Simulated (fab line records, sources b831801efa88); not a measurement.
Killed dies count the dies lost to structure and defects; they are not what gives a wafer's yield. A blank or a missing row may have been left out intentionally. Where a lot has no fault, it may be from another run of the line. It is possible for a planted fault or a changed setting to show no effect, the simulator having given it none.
Check for tools in common | flow sky130 | 30 wafers sampled across 10 lots

## THE REASON FOR OPENING IT
At SKY_CAP2M_RS_MEAS_03 the reading CAP2M_TIN_RS is flagged on 3 of 10 lots. Fault-free wafers read 6.89 ohm/sq, with a standard deviation of 0.082.
Rule: a lot gets a flag if all its wafers with a number sit over 4 standard deviations from that mean, or if no wafer of it has a number. All remaining lots are regarded as sound.

lot  | measured     | on            | CAP2M_TIN_RS (ohm/sq), wafer by wafer | flag
L823 | day 40 08:33 | film-metro-04 | 7.02 6.94 7.14                        |
L826 | day 42 07:05 | film-metro-01 | 7.05 7.02 6.97                        |
L827 | day 42 11:37 | film-metro-01 | 6.90 6.97 6.95                        |
L829 | day 42 16:10 | film-metro-01 | 6.85 6.91 6.96                        |
L828 | day 42 19:23 | film-metro-02 | 6.81 6.92 6.98                        |
L830 | day 42 20:21 | film-metro-01 | 4.59 4.60 4.60                        | FLAGGED
L831 | day 42 20:52 | film-metro-01 | 4.68 4.65 4.65                        | FLAGGED
L832 | day 42 21:53 | film-metro-02 | 6.81 6.76 6.75                        |
L834 | day 43 18:50 | film-metro-01 | 4.66 4.65 4.64                        | FLAGGED
L837 | day 44 17:49 | film-metro-04 | 6.76 6.91 6.90                        |
The numbers of the flagged lots are 4.64 ohm/sq on average: -2.25 ohm/sq against the usual, or -27 standard deviations.

## TOOL THAT RAN EACH LOT
2 process steps preceding the reading are held in the record, out of 708 steps in the route. Each cell gives the tool, then ch followed by the chambers the sampled wafers passed through, then the start.
lot  | flag    | SKY_METAL4_SPUTTER_03        | SKY_CAP2M_SPUTTER_02
L823 |         | pvd-sputter-01, day 40 08:18 | pvd-sputter-04, day 40 08:26
L826 |         | pvd-sputter-03, day 42 06:47 | pvd-sputter-02, day 42 06:56
L827 |         | pvd-sputter-03, day 42 11:21 | pvd-sputter-02, day 42 11:30
L829 |         | pvd-sputter-04, day 42 15:53 | pvd-sputter-02, day 42 16:02
L828 |         | pvd-sputter-04, day 42 19:06 | pvd-sputter-01, day 42 19:16
L830 | FLAGGED | pvd-sputter-01, day 42 20:05 | pvd-sputter-02, day 42 20:14
L831 | FLAGGED | pvd-sputter-04, day 42 20:36 | pvd-sputter-02, day 42 20:45
L832 |         | pvd-sputter-04, day 42 21:34 | pvd-sputter-04, day 42 21:46
L834 | FLAGGED | pvd-sputter-04, day 43 18:33 | pvd-sputter-02, day 43 18:43
L837 |         | pvd-sputter-04, day 44 17:33 | pvd-sputter-01, day 44 17:42
What the steps here do:
- SKY_METAL4_SPUTTER_03: material Ti, target thk 5 nm, time 3.3 s.
- SKY_CAP2M_SPUTTER_02: material TiN, target thk 200 nm, time 166.7 s.
- SKY_CAP2M_RS_MEAS_03: measures by four-point-probe.

## FLAGGED OVER TOTAL, TOOL BY TOOL (the gauges that took the reading come last)
step                  | tool           | lots run | flagged | share of the flagged lots | sound lots run after its first flagged lot
SKY_METAL4_SPUTTER_03 | pvd-sputter-01 | 2        | 1       | some                      | 0
SKY_METAL4_SPUTTER_03 | pvd-sputter-03 | 2        | 0       | none                      | -
SKY_METAL4_SPUTTER_03 | pvd-sputter-04 | 6        | 2       | some                      | 2 (L832,L837)
SKY_CAP2M_SPUTTER_02  | pvd-sputter-01 | 2        | 0       | none                      | -
SKY_CAP2M_SPUTTER_02  | pvd-sputter-02 | 6        | 3       | all                       | 0
SKY_CAP2M_SPUTTER_02  | pvd-sputter-04 | 2        | 0       | none                      | -
SKY_CAP2M_RS_MEAS_03  | film-metro-01  | 6        | 3       | all                       | 0
SKY_CAP2M_RS_MEAS_03  | film-metro-02  | 2        | 0       | none                      | -
SKY_CAP2M_RS_MEAS_03  | film-metro-04  | 2        | 0       | none                      | -

## WHAT THE TABLE ALLOWS
2 rows of the table ran every flagged lot: pvd-sputter-02 at SKY_CAP2M_SPUTTER_02, film-metro-01 at SKY_CAP2M_RS_MEAS_03.
- pvd-sputter-02 at SKY_CAP2M_SPUTTER_02 ran 6 lots, 3 of them flagged. Last sound lot L829 at day 42 16:02, first flagged lot L830 at day 42 20:14; a fault beginning in between fits.
- film-metro-01 at SKY_CAP2M_RS_MEAS_03 ran 6 lots, 3 of them flagged. Last sound lot L829 at day 42 16:10, first flagged lot L830 at day 42 20:21; a fault beginning in between fits.
A lot count leaves these 2 tools indistinguishable: every one of them fits a fault beginning at some hour. More lots, or a look at what each step does to the wafer, might.

## WHAT THE SIMULATOR PUT IN
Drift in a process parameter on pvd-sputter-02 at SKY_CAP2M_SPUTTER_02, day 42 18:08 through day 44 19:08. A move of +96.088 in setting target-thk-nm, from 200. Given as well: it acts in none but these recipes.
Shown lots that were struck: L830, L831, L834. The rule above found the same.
